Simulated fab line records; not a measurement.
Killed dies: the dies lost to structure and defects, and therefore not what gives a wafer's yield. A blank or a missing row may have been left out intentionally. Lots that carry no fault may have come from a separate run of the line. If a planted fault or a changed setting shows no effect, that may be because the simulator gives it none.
fab line records -- flow sfq-line
record lots=5, wafers=15, last-day=84
route steps=325 shown R5@216 I5@228 C5@240 M6@251
lots that met no fault: taken from a fault-free run of the same line
start-h: the number of hours between the record's first day and the start of the first shown wafer of the lot -- wait-h: how many hours have passed since the lot's step before this one -- " identical to the entry in the row above -- L1.1+2: a row that stands for several wafers -- - value missing, or start not given -- * or withheld: withheld -- < > ~ a bound
route shown NAME@n: NAME is a module with steps in the file, n the number in the route of the first one -- usual: mean and standard deviation over wafers with no fault -- same: alike in all rows -- chamber/n: place in a boat -- sites: the reading at each site -- _std_site: standard deviation across them -- _edge_site: inner sites' mean taken away from outer sites' mean -- radius-mm: how far each site lies from the wafer's centre -- mask NAME#n: copy n -- behind: tool/chamber where the wafer was last shaped -- hold: reason for holding the lot/hours on hold/outcome of the hold -- device: transistor that didn't switch, given as n, p or np -- end of line: tests run on the same wafers once the route is complete -- a step with no rows: only its recipe -- killed: not the wafer's yield, but the dies lost to structure and defects at the first sort -- map: a wafer's dies, x killed, . not, _ none there
set.NAME: the setting as run; set.NAME@STEP: as run at that earlier step -- model.NAME: the simulator's own value behind a step, which no gauge read
lots at selected steps of the route; one table per step, one row per wafer
services: when a tool's chamber went out of use (start-h, in hours from the record's first day, below 0 if earlier), for how many hours, and the reason
## steps
# step SFQ_R5_THK_MEAS_934
# recipe thk-meas-gauge=xrf, reads=MoNx_of_TRILAYER_R5_DEP_SPUTTER_133
# usual R5_MONX_THK=39.7/0.46
lot.wafer,tool,chamber,start-h,wait-h,R5_MONX_THK[nm]
L435.1,film-metro-03,-,1173.84,0.1,39.6
L435.2,film-metro-03,-,1173.84,0.1,39.1
L435.3,film-metro-03,-,1173.84,0.1,39.2
L437.1,film-metro-02,-,1181.19,0.1,39.7
L437.2,film-metro-02,-,1181.19,0.1,39.9
L437.4,film-metro-02,-,1181.19,0.1,39.6
L439.1,film-metro-04,-,1207.37,0.1,39.4
L439.4,film-metro-04,-,1207.37,0.1,39.3
L439.5,film-metro-04,-,1207.37,0.1,39.8
L445.3,film-metro-03,-,1292.01,0.1,40.2
L445.5,film-metro-03,-,1292.01,0.1,40.1
L445.6,film-metro-03,-,1292.01,0.1,40.2
L452.1,film-metro-04,-,1405.31,0.1,40.6
L452.3,film-metro-04,-,1405.31,0.1,40.5
L452.6,film-metro-04,-,1405.31,0.1,40.3
# step SFQ_TRILAYER_R5_LITHO_COAT_141
# recipe resist=BARC, spin-rpm=3000, resist-thk-nm=62
# step SFQ_TRILAYER_R5_LITHO_COAT_136
# recipe resist=KrF, spin-rpm=3000, resist-thk-nm=600
# step SFQ_TRILAYER_R5_LITHO_SOFTBAKE_140
# recipe temp-c=withheld, time-s=withheld, resist=KrF
# step SFQ_TRILAYER_R5_LITHO_EXPOSE_137
# recipe mask-id=R5, na=0.6, source-shape=conventional, sigma-outer=0.65, target-cd-nm=500, dose-mj=14.4
# step SFQ_TRILAYER_R5_LITHO_PEB_139
# recipe peb-temp-c=115, peb-time-s=60, resist=KrF
# step SFQ_TRILAYER_R5_LITHO_DEVELOP_138
# recipe time-s=60, resist=KrF
# step SFQ_R5_OVL_MEAS_935
# usual R5_OVL=-2/5.5
lot.wafer,tool,chamber,start-h,wait-h,R5_OVL[nm]
L435.1,overlay-02,-,1318.22,0.1,-3
L435.2,overlay-02,-,1318.22,0.1,1
L435.3,overlay-02,-,1318.22,0.1,-3
L437.1,overlay-02,-,1327.82,0.1,-4
L437.2,overlay-02,-,1327.82,0.1,0
L437.4,overlay-02,-,1327.82,0.1,-6
L439.1,overlay-02,-,1356.62,0.1,0
L439.4,overlay-02,-,1356.62,0.1,-4
L439.5,overlay-02,-,1356.62,0.1,-10
L445.3,overlay-01,-,1422.20,0.1,-3
L445.5,overlay-01,-,1422.20,0.1,-8
L445.6,overlay-01,-,1422.20,0.1,4
L452.1,overlay-02,-,1521.59,0.1,-7
L452.3,overlay-02,-,1521.59,0.1,-13
L452.6,overlay-02,-,1521.59,0.1,-5
# step SFQ_TRILAYER_R5_BARC_OPEN_METAL_ETCH_177
# recipe mask-material=PR, chemistry=O2, target-depth-nm=125, target=BARC, icp-w=600, bias-w=80, pressure-mtorr=10, time-s=41.7
# step SFQ_TRILAYER_R5_ETCH_METAL_ETCH_139
# recipe stop-on=SiO2, mask-material=PR, chemistry=Cl2, target-depth-nm=60, icp-w=600, bias-w=82.5, pressure-mtorr=10, time-s=40
# usual drypump-motor-current-A=5.6/0.45, oes-product-au=0.994/0.005
# same time-s=40
lot.wafer,tool,chamber,start-h,wait-h,drypump-motor-current-A,oes-product-au,rf-hours-counter-h
L435.1,rie-metal-04,0,1318.32,0.0,6.1,0.998,29
L435.2,rie-metal-04,1,1318.32,0.0,5.6,0.999,8
L435.3,rie-metal-04,0,1318.32,0.0,6.1,0.990,-
L437.1,rie-metal-02,0,1327.92,0.0,4.7,0.995,9
L437.2,rie-metal-02,1,1327.92,0.0,5.4,0.990,13
L437.4,rie-metal-02,1,1327.92,0.0,5.4,0.992,-
L439.1,rie-metal-02,0,1356.72,0.0,4.7,0.988,12
L439.4,rie-metal-02,1,1356.72,0.0,5.4,0.984,-
L439.5,rie-metal-02,1,1356.72,0.0,5.4,1.001,-
L445.3,rie-metal-04,0,1422.31,0.0,6.1,0.992,-
L445.5,rie-metal-04,1,1422.31,0.0,5.6,0.996,-
L445.6,rie-metal-04,0,1422.31,0.0,6.1,0.995,-
L452.1,rie-metal-02,0,1521.69,0.0,4.7,0.983,40
L452.3,rie-metal-02,1,1521.69,0.0,5.4,0.987,-
L452.6,rie-metal-02,0,1521.69,0.0,4.7,0.987,-
# step SFQ_TRILAYER_R5_STRIP_STRIP_140
# recipe gas=O2, power-w=200, platen-temp-c=40, overash-fraction=0.65, chemistry=O2, pressure-mtorr=50
# step SFQ_TRILAYER_R5_STRIP_SOLV_CLEAN_141
# recipe chemistry=NMP, temp-c=70, time-s=600
# step SFQ_TRILAYER_A5C_DEP_PECVD_142
# recipe material=SiO2, temp-c=150, time-s=15.556, pressure-torr=2.4, rf-w=183.3, precursor=SiH4/N2O, target-thk-nm=70
# usual heater-power-w=89/19, throttle-valve-pct=24.2/1.1
lot.wafer,tool,chamber,start-h,wait-h,heater-power-w,throttle-valve-pct,model.SiO2_of_TRILAYER_A5C_DEP_PECVD_142.thk-nm
L435.1,pecvd-01,1,1319.15,0.0,80,23.7,68.82
L435.2,pecvd-01,2,1319.15,0.0,86,23.7,68.88
L435.3,pecvd-01,0,1319.15,0.0,63,25.5,68.19
L437.1,pecvd-04,2,1328.75,0.0,81,23.2,69.25
L437.2,pecvd-04,0,1328.75,0.0,71,24.8,69.44
L437.4,pecvd-04,0,1328.75,0.0,72,24.9,69.09
L439.1,pecvd-02,2,1357.55,0.0,109,22.4,68.45
L439.4,pecvd-02,1,1357.55,0.0,120,23.6,70.92
L439.5,pecvd-02,0,1357.55,0.0,121,23.3,70.06
L445.3,pecvd-02,1,1423.12,0.0,117,23.8,71.78
L445.5,pecvd-02,2,1423.12,0.0,94,22.9,73.75
L445.6,pecvd-02,0,1423.12,0.0,122,23.2,73.4
L452.1,pecvd-01,1,1522.52,0.0,86,23.6,68.76
L452.3,pecvd-01,2,1522.52,0.0,92,23.4,69.14
L452.6,pecvd-01,2,1522.52,0.0,93,23.5,69.87
# step SFQ_TRILAYER_I5_LITHO_COAT_149
# recipe resist=BARC, spin-rpm=3068, resist-thk-nm=62
# step SFQ_TRILAYER_I5_LITHO_COAT_144
# recipe resist=KrF, spin-rpm=3000, resist-thk-nm=650
# step SFQ_TRILAYER_I5_LITHO_SOFTBAKE_148
# recipe temp-c=withheld, time-s=withheld, resist=KrF
# step SFQ_TRILAYER_I5_LITHO_EXPOSE_145
# recipe mask-id=I5, na=0.6, source-shape=conventional, sigma-outer=0.65, target-cd-nm=700, dose-mj=21.3
# step SFQ_TRILAYER_I5_LITHO_PEB_147
# recipe peb-temp-c=115, peb-time-s=60, resist=KrF
# step SFQ_TRILAYER_I5_LITHO_DEVELOP_146
# recipe time-s=60, resist=KrF
# step SFQ_I5_OVL_MEAS_936
# usual I5_OVL=0/6.1
lot.wafer,tool,chamber,start-h,wait-h,I5_OVL[nm]
L435.1,overlay-02,-,1445.87,0.1,-7
L435.2,overlay-02,-,1445.87,0.1,-5
L435.3,overlay-02,-,1445.87,0.1,-2
L437.1,overlay-02,-,1454.27,0.1,2
L437.2,overlay-02,-,1454.27,0.1,-2
L437.4,overlay-02,-,1454.27,0.1,2
L439.1,overlay-02,-,1474.67,0.1,2
L439.4,overlay-02,-,1474.67,0.1,4
L439.5,overlay-02,-,1474.67,0.1,3
L445.3,overlay-01,-,1542.00,0.1,-3
L445.5,overlay-01,-,1542.00,0.1,-9
L445.6,overlay-01,-,1542.00,0.1,-6
L452.1,overlay-02,-,1644.99,0.1,-1
L452.3,overlay-02,-,1644.99,0.1,1
L452.6,overlay-02,-,1644.99,0.1,2
# step SFQ_TRILAYER_I5_BARC_OPEN_VIA_ETCH_200
# recipe mask-material=PR, chemistry=O2, target-depth-nm=125, target=BARC, source-w=500, bias-w=80, pressure-mtorr=30, time-s=41.7
# usual drypump-motor-current-A=5.6/0.35, oes-product-au=0.682/0.0045
# same time-s=41.7
lot.wafer,tool,chamber,start-h,wait-h,drypump-motor-current-A,oes-product-au,rf-hours-counter-h
L435.1,rie-diel-03,1,1445.90,0.0,5.6,0.689,13
L435.2,rie-diel-03,3,1445.90,0.0,5.8,0.678,1
L435.3,rie-diel-03,2,1445.90,0.0,5.8,0.678,13
L437.1,rie-diel-02,0,1454.30,0.0,5.5,0.676,16
L437.2,rie-diel-02,3,1454.30,0.0,5.4,0.684,19
L437.4,rie-diel-02,1,1454.30,0.0,5.7,0.680,19
L439.1,rie-diel-01,0,1474.70,0.0,6.1,0.690,20
L439.4,rie-diel-01,1,1474.70,0.0,5.0,0.688,17
L439.5,rie-diel-01,3,1474.70,0.0,5.9,0.683,-
L445.3,rie-diel-01,0,1542.03,0.0,6.1,0.680,22
L445.5,rie-diel-01,0,1542.03,0.0,6.1,0.685,-
L445.6,rie-diel-01,2,1542.03,0.0,5.8,0.684,-
L452.1,rie-diel-01,2,1645.03,0.0,5.8,0.683,3
L452.3,rie-diel-01,1,1645.03,0.0,5.0,0.687,19
L452.6,rie-diel-01,0,1645.03,0.0,6.1,0.689,-
# step SFQ_TRILAYER_I5_ETCH_VIA_ETCH_147
# recipe stop-on=Nb, mask-material=PR, chemistry=CHF3, target-depth-nm=360, source-w=500, bias-w=80, pressure-mtorr=30, time-s=withheld
# step SFQ_TRILAYER_I5_STRIP_STRIP_148
# recipe gas=O2, power-w=200, platen-temp-c=40, overash-fraction=0.65, chemistry=O2, pressure-mtorr=50
# usual drypump-motor-current-A=5.4/0.38, oes-product-au=0.997/0.0076
# same overash-fraction=0.65
lot.wafer,tool,chamber,start-h,wait-h,drypump-motor-current-A,oes-product-au,rf-hours-counter-h
L435.1,rie-metal-02,1,1446.09,-,5.4,1.000,31
L435.2,rie-metal-02,0,1446.09,-,4.7,0.994,26
L435.3,rie-metal-02,1,1446.09,-,5.4,0.989,-
L437.1,rie-metal-03,1,1454.49,-,5.3,1.000,88
L437.2,rie-metal-03,0,1454.49,-,5.5,1.004,3
L437.4,rie-metal-03,0,1454.49,-,5.5,1.014,-
L439.1,rie-metal-01,0,1474.89,-,5.9,1.010,28
L439.4,rie-metal-01,0,1474.89,-,5.9,1.004,-
L439.5,rie-metal-01,0,1474.89,-,5.9,1.000,-
L445.3,rie-metal-03,0,1542.42,-,5.5,1.003,-
L445.5,rie-metal-03,0,1542.42,-,5.5,1.003,-
L445.6,rie-metal-03,1,1542.42,-,5.3,0.997,-
L452.1,rie-metal-01,1,1645.22,-,5.5,0.980,25
L452.3,rie-metal-01,1,1645.22,-,5.5,0.993,-
L452.6,rie-metal-01,1,1645.22,-,5.5,0.984,-
# step SFQ_TRILAYER_I5_STRIP_SOLV_CLEAN_149
# recipe chemistry=NMP, temp-c=70, time-s=600
# step SFQ_TRILAYER_C5_LITHO_COAT_156
# recipe resist=BARC, spin-rpm=3000, resist-thk-nm=62
# step SFQ_TRILAYER_C5_LITHO_COAT_151
# recipe resist=KrF, spin-rpm=3000, resist-thk-nm=650
# step SFQ_TRILAYER_C5_LITHO_SOFTBAKE_155
# recipe temp-c=withheld, time-s=withheld, resist=KrF
# step SFQ_TRILAYER_C5_LITHO_EXPOSE_152
# recipe mask-id=C5, na=0.6, source-shape=conventional, sigma-outer=0.65, target-cd-nm=500, dose-mj=21.3
# step SFQ_TRILAYER_C5_LITHO_PEB_154
# recipe peb-temp-c=115, peb-time-s=60, resist=KrF
# step SFQ_TRILAYER_C5_LITHO_DEVELOP_153
# recipe time-s=60, resist=KrF
# step SFQ_C5_OVL_MEAS_937
# usual C5_OVL=2/5.6
lot.wafer,tool,chamber,start-h,wait-h,C5_OVL[nm]
L435.1,overlay-01,-,1450.97,0.1,0
L435.2,overlay-01,-,1450.97,0.1,7
L435.3,overlay-01,-,1450.97,0.1,8
L437.1,overlay-01,-,1461.82,0.1,-2
L437.2,overlay-01,-,1461.82,0.1,6
L437.4,overlay-01,-,1461.82,0.1,3
L439.1,overlay-01,-,1482.22,0.1,0
L439.4,overlay-01,-,1482.22,0.1,-5
L439.5,overlay-01,-,1482.22,0.1,2
L445.3,overlay-02,-,1545.25,0.1,0
L445.5,overlay-02,-,1545.25,0.1,0
L445.6,overlay-02,-,1545.25,0.1,-2
L452.1,overlay-02,-,1740.75,0.1,4
L452.3,overlay-02,-,1740.75,0.1,8
L452.6,overlay-02,-,1740.75,0.1,7
# step SFQ_TRILAYER_C5_BARC_OPEN_VIA_ETCH_210
# recipe mask-material=PR, chemistry=O2, target-depth-nm=125, target=BARC, source-w=500, bias-w=80, pressure-mtorr=30, time-s=41.7
# usual drypump-motor-current-A=5.6/0.33, oes-product-au=0.685/0.0045
# same time-s=41.7
lot.wafer,tool,chamber,start-h,wait-h,drypump-motor-current-A,oes-product-au,rf-hours-counter-h
L435.1,rie-diel-01,1,1451.00,0.0,5.1,0.682,16
L435.2,rie-diel-01,3,1451.00,0.0,5.9,0.680,19
L435.3,rie-diel-01,2,1451.00,0.0,5.8,0.683,1
L437.1,rie-diel-02,1,1461.85,0.0,5.7,0.689,19
L437.2,rie-diel-02,2,1461.85,0.0,4.9,0.688,19
L437.4,rie-diel-02,0,1461.85,0.0,5.5,0.686,16
L439.1,rie-diel-02,3,1482.25,0.0,5.4,0.680,20
L439.4,rie-diel-02,0,1482.25,0.0,5.5,0.690,16
L439.5,rie-diel-02,3,1482.25,0.0,5.4,0.678,-
L445.3,rie-diel-02,1,1545.28,0.0,5.7,0.691,21
L445.5,rie-diel-02,3,1545.28,0.0,5.4,0.680,-
L445.6,rie-diel-02,2,1545.28,0.0,4.9,0.693,-
L452.1,rie-diel-04,0,1740.79,0.0,5.7,0.683,14
L452.3,rie-diel-04,2,1740.79,0.0,5.8,0.686,1
L452.6,rie-diel-04,3,1740.79,0.0,5.8,0.680,-
# step SFQ_TRILAYER_C5_ETCH_VIA_ETCH_154
# recipe target=SiO2, mask-material=PR, chemistry=CHF3, target-depth-nm=84, source-w=500, bias-w=80, pressure-mtorr=30, time-s=withheld, stop-on=Nb
# usual drypump-motor-current-A=5.6/0.33, oes-product-au=0.895/0.0082
lot.wafer,tool,chamber,start-h,wait-h,drypump-motor-current-A,oes-product-au,model.C5.feature-depth-nm,model.etch.depth-nm
L435.1,rie-diel-01,1,1451.04,0.0,5.0,0.883,68.82,68.82
L435.2,rie-diel-01,3,1451.04,0.0,5.9,0.886,68.88,68.88
L435.3,rie-diel-01,2,1451.04,0.0,5.8,0.881,68.19,68.19
L437.1,rie-diel-02,1,1461.89,0.0,5.7,0.886,69.25,69.25
L437.2,rie-diel-02,2,1461.89,0.0,5.0,0.893,69.44,69.44
L437.4,rie-diel-02,0,1461.89,0.0,5.5,0.889,69.09,69.09
L439.1,rie-diel-02,3,1482.29,0.0,5.4,0.871,68.45,68.45
L439.4,rie-diel-02,0,1482.29,0.0,5.5,0.897,70.92,70.92
L439.5,rie-diel-02,3,1482.29,0.0,5.4,0.900,70.06,70.06
L445.3,rie-diel-02,1,1545.32,0.0,5.7,0.908,71.78,71.78
L445.5,rie-diel-02,3,1545.32,0.0,5.4,0.922,73.75,73.75
L445.6,rie-diel-02,2,1545.32,0.0,5.0,0.925,73.4,73.4
L452.1,rie-diel-04,0,1740.83,0.0,5.7,0.886,68.76,68.76
L452.3,rie-diel-04,2,1740.83,0.0,5.8,0.887,69.14,69.14
L452.6,rie-diel-04,3,1740.83,0.0,5.8,0.896,69.87,69.87
# step SFQ_TRILAYER_C5_STRIP_STRIP_155
# recipe gas=O2, power-w=200, platen-temp-c=40, overash-fraction=0.65, chemistry=O2, pressure-mtorr=50
# usual drypump-motor-current-A=5.4/0.43, oes-product-au=1.003/0.01
# same overash-fraction=0.65
lot.wafer,tool,chamber,start-h,wait-h,drypump-motor-current-A,oes-product-au,rf-hours-counter-h
L435.1,rie-metal-02,0,1451.09,-,4.7,0.981,27
L435.2,rie-metal-02,1,1451.09,-,5.4,0.986,31
L435.3,rie-metal-02,1,1451.09,-,5.4,0.983,-
L437.1,rie-metal-02,0,1461.94,-,4.7,1.000,29
L437.2,rie-metal-02,1,1461.94,-,5.4,1.005,33
L437.4,rie-metal-02,0,1461.94,-,4.7,0.997,-
L439.1,rie-metal-04,0,1482.34,-,6.1,1.007,55
L439.4,rie-metal-04,1,1482.34,-,5.6,1.007,-
L439.5,rie-metal-04,0,1482.34,-,6.1,1.001,-
L445.3,rie-metal-02,1,1545.56,-,5.4,0.992,-
L445.5,rie-metal-02,1,1545.56,-,5.4,0.992,-
L445.6,rie-metal-02,0,1545.56,-,4.7,0.995,-
L452.1,rie-metal-02,1,1740.87,-,5.4,0.981,69
L452.3,rie-metal-02,0,1740.87,-,4.7,1.008,-
L452.6,rie-metal-02,1,1740.87,-,5.4,0.990,-
# step SFQ_TRILAYER_C5_STRIP_SOLV_CLEAN_156
# recipe chemistry=NMP, temp-c=70, time-s=600
# step SFQ_TRILAYER_M6_DEP_PRE_CLEAN_158
# recipe gas=Ar, time-s=22.5, bias-v=250
# same time-s=22.5
lot.wafer,tool,chamber,start-h,wait-h,model.SiO2_of_TRILAYER_A5C_DEP_PECVD_142.thk-nm
L435.1,pvd-sputter-03,-,1451.86,0.0,61.32
L435.2,pvd-sputter-03,-,1451.86,0.0,61.38
L435.3,pvd-sputter-03,-,1451.86,0.0,60.69
L437.1,pvd-sputter-03,-,1462.71,0.0,61.75
L437.2,pvd-sputter-03,-,1462.71,0.0,61.94
L437.4,pvd-sputter-03,-,1462.71,0.0,61.59
L439.1,pvd-sputter-04,-,1483.11,0.0,60.95
L439.4,pvd-sputter-04,-,1483.11,0.0,63.42
L439.5,pvd-sputter-04,-,1483.11,0.0,62.56
L445.3,pvd-sputter-05,-,1546.14,0.0,64.28
L445.5,pvd-sputter-05,-,1546.14,0.0,66.25
L445.6,pvd-sputter-05,-,1546.14,0.0,65.9
L452.1,pvd-sputter-04,-,1741.65,0.0,61.26
L452.3,pvd-sputter-04,-,1741.65,0.0,61.64
L452.6,pvd-sputter-04,-,1741.65,0.0,62.37
# step SFQ_TRILAYER_M6_DEP_SPUTTER_157
# recipe material=Nb, base-pressure-pa=1.33e-06, chamber-pressure-pa=0.1333, substrate-temp-c=20, target-thk-nm=200, power-w=2000, time-s=133.3
## services
tool,chamber,start-h,hours,kind
rie-diel-01,-,1313.63,4.0,pm
pecvd-02,-,1316.75,14.0,pm
rie-metal-01,1,1327.60,11.9,repair
rie-diel-01,2,1342.21,5.1,repair
rie-metal-02,-,1363.37,2.8,pm
rie-diel-02,1,1374.01,1.5,repair
pecvd-01,-,1385.70,5.5,pm
rie-diel-04,2,1402.94,16.3,repair
rie-metal-03,-,1423.99,2.8,pm
rie-diel-02,1,1435.15,2.8,repair
rie-diel-04,0,1437.96,11.0,repair
pvd-sputter-04,-,1448.15,21.5,repair
pecvd-02,-,1448.56,2.8,pm
rie-diel-04,2,1461.70,5.4,repair
rie-diel-01,1,1464.20,5.3,repair
pvd-sputter-03,-,1468.93,1.2,repair
rie-metal-03,1,1479.73,7.8,repair
rie-diel-01,-,1497.49,1.1,repair
rie-diel-02,2,1508.96,2.8,repair
rie-diel-01,1,1530.57,19.5,repair
rie-metal-04,-,1653.01,2.8,pm
rie-diel-02,-,1683.97,0.5,repair
rie-diel-02,-,1685.44,1.0,repair
rie-diel-01,-,1705.12,14.6,pm
## key
first-sign step=SFQ_TRILAYER_C5_ETCH_VIA_ETCH_154, reading=oes-product-au, direction=up, sigmas=2.9, usual=0.895, struck=0.918
effect none on later readings
model-effect step=SFQ_TRILAYER_A5C_DEP_PECVD_142, value=SiO2_of_TRILAYER_A5C_DEP_PECVD_142.thk-nm, without=70.68, struck=72.98
model-effect step=SFQ_TRILAYER_C5_ETCH_VIA_ETCH_154, value=C5.feature-depth-nm, without=70.68, struck=72.98
model-effect step=SFQ_TRILAYER_M6_DEP_PRE_CLEAN_158, value=SiO2_of_TRILAYER_A5C_DEP_PECVD_142.thk-nm, without=63.18, struck=65.48
met-at SFQ_TRILAYER_A5C_DEP_PECVD_142
struck-wafers L445.3,L445.5,L445.6
onset-between 1357.55 1423.12
also-fits SFQ_TRILAYER_R5_ETCH_METAL_ETCH_139:rie-metal-04,SFQ_TRILAYER_I5_STRIP_STRIP_148:rie-metal-03,SFQ_TRILAYER_C5_BARC_OPEN_VIA_ETCH_210:rie-diel-02,SFQ_TRILAYER_C5_ETCH_VIA_ETCH_154:rie-diel-02
fault kind=process-parameter-drift, tool=pecvd-02, chamber=-, onset-h=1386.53, steps=SFQ_TRILAYER_A5C_DEP_PECVD_142, channel=time-s, offset=*, shape=step, end-h=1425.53, acts-in=*, stated=*
